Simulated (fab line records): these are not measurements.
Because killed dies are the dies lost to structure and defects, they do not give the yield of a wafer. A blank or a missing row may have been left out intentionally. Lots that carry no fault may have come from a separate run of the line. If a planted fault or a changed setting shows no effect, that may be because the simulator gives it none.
Matching of chambers :: flow sfq-line :: 4 sister chambers for SFQ_TRILAYER_I0_CMP_CMP_028 on cmp-01
The step polishes SiO2. 8 wafers are shown with their chamber, then 7 later ones without.

## WAFERS, EACH WITH ITS CHAMBER
wafer: L567.6
chamber: 2
motor-current-A (A): 10.6
time-to-endpoint-s (s): 214

wafer: L570.1
chamber: 1
motor-current-A (A): 7.6
time-to-endpoint-s (s): 218

wafer: L570.6
chamber: 0
motor-current-A (A): 12.3
time-to-endpoint-s (s): 219

wafer: L574.1
chamber: 1
motor-current-A (A): 8.0
time-to-endpoint-s (s): 219

wafer: L574.2
chamber: 3
motor-current-A (A): 10.4
time-to-endpoint-s (s): 215

wafer: L574.3
chamber: 0
motor-current-A (A): 12.3
time-to-endpoint-s (s): 206

wafer: L576.4
chamber: 3
motor-current-A (A): 10.0
time-to-endpoint-s (s): 205

wafer: L576.5
chamber: 2
motor-current-A (A): 10.3
time-to-endpoint-s (s): 214

## WAFERS WHOSE CHAMBER IS MISSING
wafer: L576.6
motor-current-A (A): 10.5
time-to-endpoint-s (s): 211

wafer: L585.2
motor-current-A (A): 10.4
time-to-endpoint-s (s): 202

wafer: L585.5
motor-current-A (A): 13.0
time-to-endpoint-s (s): 208

wafer: L585.6
motor-current-A (A): 10.3
time-to-endpoint-s (s): 204

wafer: L588.2
motor-current-A (A): 12.7
time-to-endpoint-s (s): 194

wafer: L588.1
motor-current-A (A): 10.4
time-to-endpoint-s (s): 202

wafer: L588.6
motor-current-A (A): 7.7
time-to-endpoint-s (s): 218

## WHICH CHAMBER EACH ONE RAN IN
wafer: L576.6
from the rows above: can't be placed: 2 or 3
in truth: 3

wafer: L585.2
from the rows above: can't be placed: 3 or 2
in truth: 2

wafer: L585.5
from the rows above: 0
in truth: 0

wafer: L585.6
from the rows above: can't be placed: 3 or 2
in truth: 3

wafer: L588.2
from the rows above: 0
in truth: 0

wafer: L588.1
from the rows above: can't be placed: 3 or 2
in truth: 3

wafer: L588.6
from the rows above: 1
in truth: 1
Placed correctly: 3 of 7. Cannot be placed on the basis of these rows: 4; the candidates contain the true chamber in 4. Number placed wrongly: 0.
How it was worked out, from the rows above alone: a wafer's distance from a chamber is the root of the sum, over the readings, of the square of ((its reading less the chamber's mean) divided by the reading's scatter). If the next closest chamber is less than 2 further off than the closest, the wafer can't be placed; otherwise it belongs to the closest. The mean given for a chamber averages the wafers shown for that chamber. How the scatter is found: for the shown wafers, subtract from each reading the mean of its chamber, square and add these, divide the total by (wafers less chambers), then take the root.
